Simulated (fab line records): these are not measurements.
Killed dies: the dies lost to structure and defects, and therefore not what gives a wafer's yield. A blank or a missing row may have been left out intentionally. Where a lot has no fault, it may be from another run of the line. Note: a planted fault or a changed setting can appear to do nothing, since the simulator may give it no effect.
fab line records + flow sky130
[record]
- lots = 14
- wafers = 42
- last-day = 50
route steps=708 shown CAP2M@606 METAL4@635 METAL5@665 PASSIVATION@683
lots untouched by any fault: they come from a run of this same line in which no faults occurred
start-h: hours from the record's opening day to when the first of the lot's shown wafers began + wait-h: time in hours since the lot's previous step + " same as the row above + L1.1+2: one row covering several wafers at once + - no value, or no start given + * or withheld: withheld + < > ~ a bound
route shown NAME@n: a module of which the file shows steps, and the number in the route of the first + usual: mean/standard deviation taken from wafers without a fault + same: alike in all rows + chamber/n: place in a boat + sites: readings site by site + _std_site: their standard deviation + _edge_site: mean of outer sites minus mean of inner sites + radius-mm: how far each site lies from the wafer's centre + mask NAME#n: copy n + behind: the last tool/chamber to shape the wafer + hold: cause of the lot's hold/its duration in hours/its outcome + device: names the non-switching transistor (n, p or np) + end of line: the tests these same wafers got at the end of their route + where a step has no rows: the recipe by itself + killed: not the wafer's yield, but the dies lost to structure and defects at the first sort + map: shows each die of a wafer: x if killed, . if not, _ if none is there
set.NAME: the setting that was run; set.NAME@STEP: the one run at that earlier step + model.NAME: the simulator's own value behind a step, which no gauge read
the route's steps for a sample of lots (tables are steps, rows are wafers)
services: the hour from which a tool's chamber was out of use, counted from the record's first day as start-h (under 0 if before that day), plus the number of hours and why
[[steps]]
[step SKY_CAP2M_RS_MEAS_03]
[recipe]
- thk-meas-gauge = four-point-probe
- reads = TiN_of_CAP2M_SPUTTER_02
[usual]
- CAP2M_TIN_RS = 6.90/0.072
| lot.wafer | tool          | chamber | start-h | wait-h | CAP2M_TIN_RS[ohm/sq] |
|-----------|---------------|---------|---------|--------|----------------------|
| L695.1    | film-metro-03 | -       | 931.98  | 0.1    | 6.95                 |
| L695.3    | "             | -       | "       | "      | 7.09                 |
| L695.4    | "             | -       | "       | "      | 6.89                 |
| L697.1    | film-metro-02 | -       | 946.07  | 0.1    | 6.90                 |
| L697.4    | "             | -       | "       | "      | 6.87                 |
| L697.5    | "             | -       | "       | "      | 6.80                 |
| L700.2    | film-metro-03 | -       | 975.86  | 0.1    | 6.91                 |
| L700.4    | "             | -       | "       | "      | 6.88                 |
| L700.6    | "             | -       | "       | "      | 6.92                 |
| L702.3    | film-metro-02 | -       | 995.57  | 0.1    | 6.94                 |
| L702.4    | "             | -       | "       | "      | 6.91                 |
| L702.5    | "             | -       | "       | "      | 6.89                 |
| L703.3    | film-metro-03 | -       | 996.83  | 0.1    | 6.90                 |
| L703.4    | "             | -       | "       | "      | 6.92                 |
| L703.6    | "             | -       | "       | "      | 6.95                 |
| L708.3    | film-metro-03 | -       | 1026.53 | 0.1    | 6.90                 |
| L708.4    | "             | -       | "       | "      | 6.95                 |
| L708.6    | "             | -       | "       | "      | 6.93                 |
| L709.2    | film-metro-03 | -       | 1027.02 | 0.1    | 6.99                 |
| L709.3    | "             | -       | "       | "      | 6.89                 |
| L709.6    | "             | -       | "       | "      | 6.98                 |
| L710.2    | film-metro-03 | -       | 1032.58 | 0.1    | 6.84                 |
| L710.3    | "             | -       | "       | "      | 6.89                 |
| L710.4    | "             | -       | "       | "      | 6.81                 |
| L711.1    | film-metro-02 | -       | 1041.82 | 0.1    | 6.85                 |
| L711.2    | "             | -       | "       | "      | 6.89                 |
| L711.6    | "             | -       | "       | "      | 6.85                 |
| L712.1    | film-metro-03 | -       | 1047.61 | 0.1    | 6.97                 |
| L712.2    | "             | -       | "       | "      | 6.93                 |
| L712.5    | "             | -       | "       | "      | 6.94                 |
| L713.1    | film-metro-04 | -       | 1056.15 | 0.1    | 6.84                 |
| L713.4    | "             | -       | "       | "      | 6.88                 |
| L713.6    | "             | -       | "       | "      | 6.91                 |
| L714.1    | film-metro-04 | -       | 1062.07 | 0.1    | 6.82                 |
| L714.3    | "             | -       | "       | "      | 6.94                 |
| L714.6    | "             | -       | "       | "      | 6.79                 |
| L716.4    | film-metro-02 | -       | 1066.90 | 0.1    | 7.02                 |
| L716.5    | "             | -       | "       | "      | 6.97                 |
| L716.6    | "             | -       | "       | "      | 6.91                 |
| L718.2    | film-metro-03 | -       | 1082.20 | 0.1    | 6.85                 |
| L718.3    | "             | -       | "       | "      | 6.92                 |
| L718.5    | "             | -       | "       | "      | 6.91                 |
[step SKY_METAL4_STRIP_19]
[recipe]
- chemistry = O2/N2
- power-w = 1400
- pressure-mtorr = 1500
- platen-temp-c = withheld
- o2-flow-sccm = 3000
- n2-flow-sccm = 300
- overash-fraction = 0.5
[usual]
- drypump-motor-current-A = 5.8/0.7
- oes-product-au = 0.505/0.0071
- strip-time-to-endpoint-s = 6.60/0.12
| lot.wafer | tool            | chamber | start-h | wait-h | drypump-motor-current-A | oes-product-au | rf-hours-counter-h | strip-time-to-endpoint-s |
|-----------|-----------------|---------|---------|--------|-------------------------|----------------|--------------------|--------------------------|
| L695.1    | plasma-asher-02 | 0       | 980.89  | 0.3    | 6.1                     | 0.503          | 25                 | 6.51                     |
| L695.3    | "               | 1       | "       | "      | 4.8                     | 0.503          | -                  | 6.47                     |
| L695.4    | "               | 0       | "       | "      | 6.1                     | 0.495          | -                  | 6.48                     |
| L697.1    | plasma-asher-04 | 0       | 994.95  | 0.1    | 6.4                     | 0.506          | 110                | 6.73                     |
| L697.4    | "               | 1       | "       | "      | 6.2                     | 0.512          | -                  | 6.72                     |
| L697.5    | "               | 0       | "       | "      | 6.4                     | 0.497          | -                  | 6.48                     |
| L700.2    | plasma-asher-01 | 0       | 1023.55 | 0.1    | 6.6                     | 0.500          | 94                 | 6.38                     |
| L700.4    | "               | 1       | "       | "      | 5.1                     | 0.509          | -                  | 6.69                     |
| L700.6    | "               | 0       | "       | "      | 6.6                     | 0.506          | -                  | 6.64                     |
| L702.3    | plasma-asher-02 | 0       | 1041.01 | 0.1    | 6.1                     | 0.510          | -                  | 6.72                     |
| L702.4    | "               | 1       | "       | "      | 4.8                     | 0.500          | -                  | 6.53                     |
| L702.5    | "               | 1       | "       | "      | 4.8                     | 0.503          | -                  | 6.51                     |
| L703.3    | plasma-asher-02 | 1       | 1043.11 | 0.1    | 4.8                     | 0.513          | -                  | 6.79                     |
| L703.4    | "               | 0       | "       | "      | 6.1                     | 0.506          | -                  | 6.63                     |
| L703.6    | "               | 1       | "       | "      | 4.8                     | 0.497          | -                  | 6.58                     |
| L708.3    | plasma-asher-04 | 1       | 1072.22 | 0.1    | 6.2                     | 0.503          | -                  | 6.55                     |
| L708.4    | "               | 0       | "       | "      | 6.4                     | 0.517          | -                  | 6.66                     |
| L708.6    | "               | 0       | "       | "      | 6.4                     | 0.508          | -                  | 6.55                     |
| L709.2    | plasma-asher-02 | 0       | 1072.26 | 0.1    | 6.1                     | 0.516          | 33                 | 6.59                     |
| L709.3    | "               | 1       | "       | "      | 4.7                     | 0.493          | -                  | 6.49                     |
| L709.6    | "               | 0       | "       | "      | 6.1                     | 0.505          | -                  | 6.62                     |
| L710.2    | plasma-asher-01 | 1       | 1077.29 | 0.1    | 5.1                     | 0.508          | 100                | 6.68                     |
| L710.3    | "               | 1       | "       | "      | 5.1                     | 0.510          | -                  | 6.49                     |
| L710.4    | "               | 0       | "       | "      | 6.5                     | 0.520          | -                  | 6.76                     |
| L711.1    | plasma-asher-04 | 0       | 1085.81 | 0.2    | 6.4                     | 0.510          | 2                  | 6.59                     |
| L711.2    | "               | 1       | "       | "      | 6.2                     | 0.510          | 2                  | 6.71                     |
| L711.6    | "               | 1       | "       | "      | 6.2                     | 0.509          | -                  | 6.66                     |
| L712.1    | plasma-asher-02 | 1       | 1090.53 | 0.3    | 4.7                     | 0.510          | 35                 | 6.75                     |
| L712.2    | "               | 0       | "       | "      | 6.1                     | 0.514          | 35                 | 6.71                     |
| L712.5    | "               | 1       | "       | "      | 4.8                     | 0.511          | -                  | 6.70                     |
| L713.1    | plasma-asher-04 | 1       | 1098.33 | 0.1    | 6.2                     | 0.504          | 4                  | 6.67                     |
| L713.4    | "               | 0       | "       | "      | 6.4                     | 0.496          | -                  | 6.39                     |
| L713.6    | "               | 1       | "       | "      | 6.2                     | 0.511          | -                  | 6.62                     |
| L714.1    | plasma-asher-02 | 1       | 1103.89 | 0.3    | 4.8                     | 0.516          | 37                 | 6.71                     |
| L714.3    | "               | 1       | "       | "      | 4.8                     | 0.514          | -                  | 6.77                     |
| L714.6    | "               | 0       | "       | "      | 6.1                     | 0.509          | -                  | 6.70                     |
| L716.4    | plasma-asher-02 | 1       | 1109.29 | 0.1    | 4.8                     | 0.509          | -                  | 6.73                     |
| L716.5    | "               | 1       | "       | "      | 4.8                     | 0.517          | -                  | 6.78                     |
| L716.6    | "               | 0       | "       | "      | 6.1                     | 0.508          | -                  | 6.58                     |
| L718.2    | plasma-asher-01 | 0       | 1124.45 | 0.1    | 6.6                     | 0.497          | 103                | 6.36                     |
| L718.3    | "               | 1       | "       | "      | 5.0                     | 0.503          | -                  | 6.59                     |
| L718.5    | "               | 0       | "       | "      | 6.6                     | 0.503          | -                  | 6.56                     |
[step SKY_METAL5_SPUTTER_04]
[recipe]
- material = TiN
- target-thk-nm = 70
- power-w = 6500
- time-s = 58.3
- chamber-pressure-pa = 0.4
[usual]
- cathode-dc-power-W = 6500.0/1.3
- chamber-pressure-pa = 0.4000/0.00083
- throttle-valve-pct = 30.1/0.45
| lot.wafer | tool           | chamber | start-h | wait-h | cathode-dc-power-W | chamber-pressure-pa | throttle-valve-pct |
|-----------|----------------|---------|---------|--------|--------------------|---------------------|--------------------|
| L695.1    | pvd-sputter-02 | -       | 1006.68 | 0.0    | 6498.5             | 0.4007              | 30.2               |
| L695.3    | "              | -       | "       | "      | 6502.2             | 0.3983              | 29.7               |
| L695.4    | "              | -       | "       | "      | 6501.2             | 0.4006              | 29.5               |
| L697.1    | pvd-sputter-03 | -       | 1020.09 | 0.0    | 6500.7             | 0.4010              | 30.5               |
| L697.4    | "              | -       | "       | "      | 6499.5             | 0.4004              | 30.6               |
| L697.5    | "              | -       | "       | "      | 6499.7             | 0.3993              | 30.7               |
| L700.2    | pvd-sputter-04 | -       | 1048.77 | 0.0    | 6500.9             | 0.3997              | 30.4               |
| L700.4    | "              | -       | "       | "      | 6499.8             | 0.3997              | 29.8               |
| L700.6    | "              | -       | "       | "      | 6500.9             | 0.3994              | 30.1               |
| L702.3    | pvd-sputter-04 | -       | 1065.57 | 0.0    | -                  | -                   | -                  |
| L702.4    | "              | -       | "       | "      | -                  | -                   | -                  |
| L702.5    | "              | -       | "       | "      | -                  | -                   | -                  |
| L703.3    | pvd-sputter-03 | -       | 1067.29 | 0.0    | -                  | -                   | -                  |
| L703.4    | "              | -       | "       | "      | -                  | -                   | -                  |
| L703.6    | "              | -       | "       | "      | -                  | -                   | -                  |
| L708.3    | pvd-sputter-04 | -       | 1095.20 | 0.0    | 6499.1             | 0.4013              | 29.6               |
| L708.4    | "              | -       | "       | "      | 6501.2             | 0.3994              | 30.1               |
| L708.6    | "              | -       | "       | "      | 6502.0             | 0.4008              | 30.2               |
| L709.2    | pvd-sputter-04 | -       | 1095.72 | 0.0    | 6499.8             | 0.3996              | 30.1               |
| L709.3    | "              | -       | "       | "      | 6500.4             | 0.3984              | 29.8               |
| L709.6    | "              | -       | "       | "      | 6500.2             | 0.3989              | 29.8               |
| L710.2    | pvd-sputter-02 | -       | 1100.20 | 0.0    | 6498.4             | 0.3998              | 30.1               |
| L710.3    | "              | -       | "       | "      | 6502.4             | 0.3986              | 29.5               |
| L710.4    | "              | -       | "       | "      | 6500.2             | 0.3992              | 30.6               |
| L711.1    | pvd-sputter-04 | -       | 1107.81 | 0.0    | 6497.0             | 0.3997              | 29.4               |
| L711.2    | "              | -       | "       | "      | 6499.3             | 0.3991              | 30.3               |
| L711.6    | "              | -       | "       | "      | 6499.1             | 0.3996              | 30.2               |
| L712.1    | pvd-sputter-04 | -       | 1112.90 | 0.0    | 6497.6             | 0.4003              | 30.4               |
| L712.2    | "              | -       | "       | "      | 6501.2             | 0.4008              | 29.7               |
| L712.5    | "              | -       | "       | "      | 6500.4             | 0.3998              | 30.1               |
| L713.1    | pvd-sputter-02 | -       | 1120.64 | 0.0    | 6500.0             | 0.3996              | 29.9               |
| L713.4    | "              | -       | "       | "      | 6499.9             | 0.4001              | 30.4               |
| L713.6    | "              | -       | "       | "      | 6500.6             | 0.3993              | 30.0               |
| L714.1    | pvd-sputter-03 | -       | 1126.44 | 0.0    | 6500.2             | 0.4016              | 30.8               |
| L714.3    | "              | -       | "       | "      | 6500.5             | 0.3990              | 31.4               |
| L714.6    | "              | -       | "       | "      | 6501.7             | 0.3989              | 31.0               |
| L716.4    | pvd-sputter-03 | -       | 1131.15 | 0.0    | 6501.7             | 0.4004              | 30.7               |
| L716.5    | "              | -       | "       | "      | 6502.2             | 0.3995              | 30.5               |
| L716.6    | "              | -       | "       | "      | 6501.0             | 0.3999              | 30.7               |
| L718.2    | pvd-sputter-02 | -       | 1146.41 | 0.0    | 6499.6             | 0.4000              | 29.9               |
| L718.3    | "              | -       | "       | "      | 6499.6             | 0.3996              | 29.4               |
| L718.5    | "              | -       | "       | "      | 6498.8             | 0.3986              | 30.5               |
[step SKY_METAL5_THK_MEAS_06]
[recipe]
- thk-meas-gauge = xrf
- reads = AlCu_of_METAL5_SPUTTER_02
[usual]
- METAL5_ALCU_THK = 1143/13
| lot.wafer | tool          | chamber | start-h | wait-h | hold                     | METAL5_ALCU_THK[nm] |
|-----------|---------------|---------|---------|--------|--------------------------|---------------------|
| L695.1    | film-metro-01 | -       | 1006.85 | 0.1    | -                        | 1154                |
| L695.3    | "             | -       | "       | "      | -                        | 1143                |
| L695.4    | "             | -       | "       | "      | -                        | 1168                |
| L697.1    | film-metro-01 | -       | 1020.26 | 0.1    | -                        | 1150                |
| L697.4    | "             | -       | "       | "      | -                        | 1154                |
| L697.5    | "             | -       | "       | "      | -                        | 1142                |
| L700.2    | film-metro-01 | -       | 1048.95 | 0.1    | -                        | 1141                |
| L700.4    | "             | -       | "       | "      | -                        | 1156                |
| L700.6    | "             | -       | "       | "      | -                        | 1140                |
| L702.3    | film-metro-03 | -       | 1066.89 | 0.9    | await-dispo/0.2h/release | 1330                |
| L702.4    | "             | -       | "       | "      | await-dispo/0.2h/release | 1310                |
| L702.5    | "             | -       | "       | "      | await-dispo/0.2h/release | 1331                |
| L702.3    | film-metro-03 | -       | 1067.11 | 0.2    | -                        | 1329                |
| L702.4    | "             | -       | "       | "      | -                        | 1302                |
| L702.5    | "             | -       | "       | "      | -                        | 1330                |
| L703.3    | film-metro-01 | -       | 1069.76 | 2.1    | await-dispo/0.2h/release | 1356                |
| L703.4    | "             | -       | "       | "      | await-dispo/0.2h/release | 1360                |
| L703.6    | "             | -       | "       | "      | await-dispo/0.2h/release | 1371                |
| L703.3    | film-metro-01 | -       | 1069.99 | 0.2    | -                        | 1361                |
| L703.4    | "             | -       | "       | "      | -                        | 1351                |
| L703.6    | "             | -       | "       | "      | -                        | 1364                |
| L708.3    | film-metro-01 | -       | 1095.38 | 0.1    | -                        | 1142                |
| L708.4    | "             | -       | "       | "      | -                        | 1129                |
| L708.6    | "             | -       | "       | "      | -                        | 1127                |
| L709.2    | film-metro-01 | -       | 1095.90 | 0.1    | -                        | 1129                |
| L709.3    | "             | -       | "       | "      | -                        | 1123                |
| L709.6    | "             | -       | "       | "      | -                        | 1125                |
| L710.2    | film-metro-04 | -       | 1100.37 | 0.1    | -                        | 1146                |
| L710.3    | "             | -       | "       | "      | -                        | 1166                |
| L710.4    | "             | -       | "       | "      | -                        | 1142                |
| L711.1    | film-metro-01 | -       | 1107.98 | 0.1    | -                        | 1133                |
| L711.2    | "             | -       | "       | "      | -                        | 1130                |
| L711.6    | "             | -       | "       | "      | -                        | 1127                |
| L712.1    | film-metro-04 | -       | 1113.07 | 0.1    | -                        | 1133                |
| L712.2    | "             | -       | "       | "      | -                        | 1133                |
| L712.5    | "             | -       | "       | "      | -                        | 1128                |
| L713.1    | film-metro-04 | -       | 1120.81 | 0.1    | -                        | 1152                |
| L713.4    | "             | -       | "       | "      | -                        | 1150                |
| L713.6    | "             | -       | "       | "      | -                        | 1145                |
| L714.1    | film-metro-04 | -       | 1126.61 | 0.1    | -                        | 1133                |
| L714.3    | "             | -       | "       | "      | -                        | 1132                |
| L714.6    | "             | -       | "       | "      | -                        | 1145                |
| L716.4    | film-metro-03 | -       | 1131.35 | 0.1    | -                        | 1147                |
| L716.5    | "             | -       | "       | "      | -                        | 1159                |
| L716.6    | "             | -       | "       | "      | -                        | 1140                |
| L718.2    | film-metro-03 | -       | 1146.59 | 0.1    | -                        | 1146                |
| L718.3    | "             | -       | "       | "      | -                        | 1165                |
| L718.5    | "             | -       | "       | "      | -                        | 1146                |
[step SKY_METAL5_METAL_ETCH_15]
[recipe]
- target-depth-a = 12600
- stop-on = SiO2
- over-etch-frac = 0.2
- time-s = 252
- chemistry = Cl2/BCl3
- resist-sidewall-deg = 86
- pressure-mtorr = 10
- icp-w = 900
- bias-w = 48.5
- Cl2_flow_sccm = 60
- bcl3-flow-sccm = 30
[usual]
- bcl3-flow-sccm = 29.99/0.091
- drypump-motor-current-A = 5.9/0.58
- oes-product-au = 0.894/0.0051
- throttle-valve-pct = 22.264/0.009
| lot.wafer | tool         | chamber | start-h | wait-h | bcl3-flow-sccm | drypump-motor-current-A | oes-product-au | rf-hours-counter-h | throttle-valve-pct |
|-----------|--------------|---------|---------|--------|----------------|-------------------------|----------------|--------------------|--------------------|
| L695.1    | rie-metal-03 | 0       | 1029.29 | 0.0    | 29.84          | 6.4                     | 0.894          | 14                 | 22.274             |
| L695.3    | "            | 0       | "       | "      | 29.95          | 6.4                     | 0.887          | -                  | 22.252             |
| L695.4    | "            | 1       | "       | "      | 29.95          | 5.0                     | 0.901          | -                  | 22.274             |
| L697.1    | rie-metal-03 | 1       | 1042.35 | 0.0    | 29.99          | 5.0                     | 0.899          | 13                 | 22.260             |
| L697.4    | "            | 1       | "       | "      | 30.03          | 5.0                     | 0.890          | -                  | 22.273             |
| L697.5    | "            | 1       | "       | "      | 29.91          | 5.0                     | 0.898          | -                  | 22.271             |
| L700.2    | rie-metal-03 | 0       | 1070.09 | 0.0    | 29.98          | 6.4                     | 0.893          | 17                 | 22.270             |
| L700.4    | "            | 0       | "       | "      | 29.99          | 6.4                     | 0.892          | -                  | 22.269             |
| L700.6    | "            | 1       | "       | "      | 30.14          | 5.0                     | 0.893          | -                  | 22.273             |
| L702.3    | rie-metal-01 | 0       | 1086.67 | 0.1    | 29.89          | 5.4                     | 0.876          | -                  | 22.263             |
| L702.4    | "            | 1       | "       | "      | 29.82          | 6.6                     | 0.863          | -                  | 22.253             |
| L702.5    | "            | 0       | "       | "      | 30.01          | 5.4                     | 0.869          | -                  | 22.263             |
| L703.3    | rie-metal-03 | 1       | 1087.97 | 0.1    | 30.02          | 5.0                     | 0.883          | -                  | 22.273             |
| L703.4    | "            | 0       | "       | "      | 30.05          | 6.4                     | 0.880          | -                  | 22.254             |
| L703.6    | "            | 1       | "       | "      | 29.94          | 5.0                     | 0.885          | -                  | 22.272             |
| L708.3    | rie-metal-03 | 0       | 1114.98 | 0.1    | 29.91          | 6.4                     | 0.901          | -                  | 22.264             |
| L708.4    | "            | 1       | "       | "      | 29.92          | 5.0                     | 0.886          | -                  | 22.269             |
| L708.6    | "            | 0       | "       | "      | 29.96          | 6.4                     | 0.899          | -                  | 22.259             |
| L709.2    | rie-metal-04 | 1       | 1115.99 | 0.0    | 29.85          | 6.2                     | 0.892          | 20                 | 22.251             |
| L709.3    | "            | 0       | "       | "      | 30.00          | 6.0                     | 0.893          | -                  | 22.253             |
| L709.6    | "            | 1       | "       | "      | 29.90          | 6.2                     | 0.890          | -                  | 22.259             |
| L710.2    | rie-metal-04 | 1       | 1120.09 | 0.0    | 30.03          | 6.2                     | 0.892          | 20                 | 22.266             |
| L710.3    | "            | 0       | "       | "      | 30.10          | 6.1                     | 0.894          | -                  | 22.262             |
| L710.4    | "            | 1       | "       | "      | 29.93          | 6.2                     | 0.897          | -                  | 22.256             |
| L711.1    | rie-metal-03 | 0       | 1127.19 | 0.0    | 30.07          | 6.4                     | 0.895          | 21                 | 22.266             |
| L711.2    | "            | 1       | "       | "      | 29.79          | 5.0                     | 0.894          | 19                 | 22.269             |
| L711.6    | "            | 0       | "       | "      | 29.93          | 6.4                     | 0.891          | -                  | 22.259             |
| L712.1    | rie-metal-03 | 0       | 1132.93 | 0.0    | 29.89          | 6.4                     | 0.899          | 22                 | 22.272             |
| L712.2    | "            | 1       | "       | "      | 30.02          | 5.0                     | 0.893          | 20                 | 22.268             |
| L712.5    | "            | 1       | "       | "      | 30.03          | 5.0                     | 0.899          | -                  | 22.266             |
| L713.1    | rie-metal-04 | 0       | 1139.89 | 0.0    | 30.00          | 6.1                     | 0.897          | 23                 | 22.249             |
| L713.4    | "            | 0       | "       | "      | 29.90          | 6.1                     | 0.894          | -                  | 22.276             |
| L713.6    | "            | 0       | "       | "      | 30.06          | 6.1                     | 0.886          | -                  | 22.269             |
| L714.1    | rie-metal-01 | 0       | 1145.58 | 0.0    | 30.09          | 5.4                     | 0.888          | 25                 | 22.265             |
| L714.3    | "            | 0       | "       | "      | 30.11          | 5.4                     | 0.888          | -                  | 22.266             |
| L714.6    | "            | 0       | "       | "      | 30.15          | 5.4                     | 0.901          | -                  | 22.257             |
| L716.4    | rie-metal-03 | 0       | 1149.26 | 0.1    | 30.17          | 6.4                     | 0.890          | -                  | 22.273             |
| L716.5    | "            | 0       | "       | "      | 30.18          | 6.4                     | 0.893          | -                  | 22.254             |
| L716.6    | "            | 1       | "       | "      | 29.95          | 5.0                     | 0.893          | -                  | 22.257             |
| L718.2    | rie-metal-03 | 1       | 1163.98 | 0.0    | 29.96          | 5.0                     | 0.903          | 23                 | 22.248             |
| L718.3    | "            | 0       | "       | "      | 29.98          | 6.4                     | 0.890          | -                  | 22.264             |
| L718.5    | "            | 0       | "       | "      | 29.91          | 6.4                     | 0.890          | -                  | 22.248             |
[step SKY_PASSIVATION_CVD_02]
[recipe]
- material = Si3N4
- target-thk-nm = 540
- temp-c = 400
- time-s = withheld
- rf-w = 450
[usual]
- heater-power-w = 670/71
| lot.wafer | tool     | chamber | start-h | wait-h | heater-power-w |
|-----------|----------|---------|---------|--------|----------------|
| L695.1    | pecvd-01 | 0       | 1030.20 | 0.1    | 734            |
| L695.3    | "        | 1       | "       | "      | 677            |
| L695.4    | "        | 2       | "       | "      | 512            |
| L697.1    | pecvd-02 | 0       | 1043.29 | 0.1    | 680            |
| L697.4    | "        | 0       | "       | "      | 702            |
| L697.5    | "        | 2       | "       | "      | 678            |
| L700.2    | pecvd-03 | 0       | 1071.00 | 0.0    | 674            |
| L700.4    | "        | 2       | "       | "      | 658            |
| L700.6    | "        | 2       | "       | "      | 718            |
| L708.3    | pecvd-01 | 0       | 1115.83 | 0.0    | 620            |
| L708.4    | "        | 2       | "       | "      | 600            |
| L708.6    | "        | 1       | "       | "      | 779            |
| L709.2    | pecvd-01 | 1       | 1116.90 | 0.0    | 725            |
| L709.3    | "        | 2       | "       | "      | 586            |
| L709.6    | "        | 1       | "       | "      | 775            |
| L710.2    | pecvd-01 | 0       | 1121.02 | 0.0    | 693            |
| L710.3    | "        | 2       | "       | "      | 597            |
| L710.4    | "        | 0       | "       | "      | 730            |
| L711.1    | pecvd-02 | 2       | 1128.12 | 0.1    | 665            |
| L711.2    | "        | 1       | "       | "      | 752            |
| L711.6    | "        | 1       | "       | "      | 769            |
| L712.1    | pecvd-03 | 0       | 1133.84 | 0.1    | 673            |
| L712.2    | "        | 1       | "       | "      | 795            |
| L712.5    | "        | 0       | "       | "      | 675            |
| L713.1    | pecvd-01 | 2       | 1140.84 | 0.1    | 563            |
| L713.4    | "        | 0       | "       | "      | 698            |
| L713.6    | "        | 2       | "       | "      | 590            |
| L714.1    | pecvd-01 | 0       | 1146.50 | 0.1    | 761            |
| L714.3    | "        | 2       | "       | "      | 636            |
| L714.6    | "        | 1       | "       | "      | 768            |
| L716.4    | pecvd-02 | 1       | 1150.23 | 0.1    | 696            |
| L716.5    | "        | 1       | "       | "      | 710            |
| L716.6    | "        | 0       | "       | "      | 642            |
| L718.2    | pecvd-01 | 2       | 1164.93 | 0.0    | 632            |
| L718.3    | "        | 1       | "       | "      | 759            |
| L718.5    | "        | 2       | "       | "      | 503            |
[[services]]
| tool            | chamber | start-h | hours | kind   |
|-----------------|---------|---------|-------|--------|
| pecvd-02        | -       | 960.65  | 1.0   | repair |
| plasma-asher-04 | -       | 970.43  | 4.3   | repair |
| pecvd-03        | 1       | 971.33  | 3.1   | repair |
| rie-metal-04    | 0       | 978.79  | 14.7  | repair |
| pvd-sputter-03  | -       | 985.08  | 0.5   | repair |
| plasma-asher-04 | -       | 1009.51 | 4.9   | repair |
| plasma-asher-02 | -       | 1016.69 | 2.8   | pm     |
| pvd-sputter-03  | -       | 1020.49 | 6.9   | repair |
| pecvd-02        | 1       | 1031.80 | 4.6   | repair |
| rie-metal-01    | -       | 1038.43 | 0.6   | repair |
| pvd-sputter-02  | -       | 1040.11 | 1.9   | repair |
| plasma-asher-04 | -       | 1050.82 | 2.6   | repair |
| pecvd-02        | -       | 1053.34 | 1.1   | repair |
| plasma-asher-04 | -       | 1055.25 | 9.0   | pm     |
| pvd-sputter-03  | -       | 1076.73 | 8.2   | repair |
| pecvd-02        | -       | 1076.95 | 5.5   | pm     |
| plasma-asher-01 | -       | 1082.39 | 9.2   | repair |
| pecvd-02        | 0       | 1102.87 | 2.9   | repair |
| plasma-asher-04 | -       | 1102.90 | 0.6   | repair |
| pecvd-01        | -       | 1105.42 | 2.4   | repair |
| rie-metal-03    | -       | 1129.91 | 0.7   | repair |
| plasma-asher-04 | -       | 1139.99 | 2.8   | pm     |
| pecvd-02        | -       | 1155.79 | 14.6  | pm     |
| pvd-sputter-02  | -       | 1155.80 | 3.5   | repair |
[[key]]
[first-sign]
- step = SKY_METAL5_SPUTTER_04
- reading = tool-record
- direction = missing
[effect]
- step = SKY_METAL5_THK_MEAS_06
- reading = visit
- direction = added
[effect]
- step = SKY_METAL5_THK_MEAS_06
- reading = METAL5_ALCU_THK
- direction = up
- sigmas = 15
- usual = 1143
- struck = 1343
[effect]
- step = SKY_METAL5_METAL_ETCH_15
- reading = oes-product-au
- direction = down
- sigmas = 3.6
- usual = 0.894
- struck = 0.876
met-at SKY_METAL5_SPUTTER_04
struck-lots L702,L703
later-rows-left-out L702.3,L702.4,L702.5,L703.3,L703.4,L703.6
sort-left-out L702.3,L702.4,L702.5,L703.3,L703.4,L703.6
not-acting-at SKY_CAP2M_RS_MEAS_03,SKY_METAL4_STRIP_19,SKY_PASSIVATION_CVD_02
onset-between 1048.77 1065.57
[fault]
- kind = skipped-step-whole
- tool = pvd-sputter-03,pvd-sputter-04
- chamber = -
- onset-h = 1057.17
- steps = SKY_METAL5_SPUTTER_04
- scope = struck-lots-only
// sort-left-out: the simulated sort isn't trusted on such a fault, so these wafers' sort isn't shown, and their yield isn't known
// later-rows-left-out: the simulator's readings of these wafers behind a module that went badly wrong aren't trusted and aren't shown, but for the sort
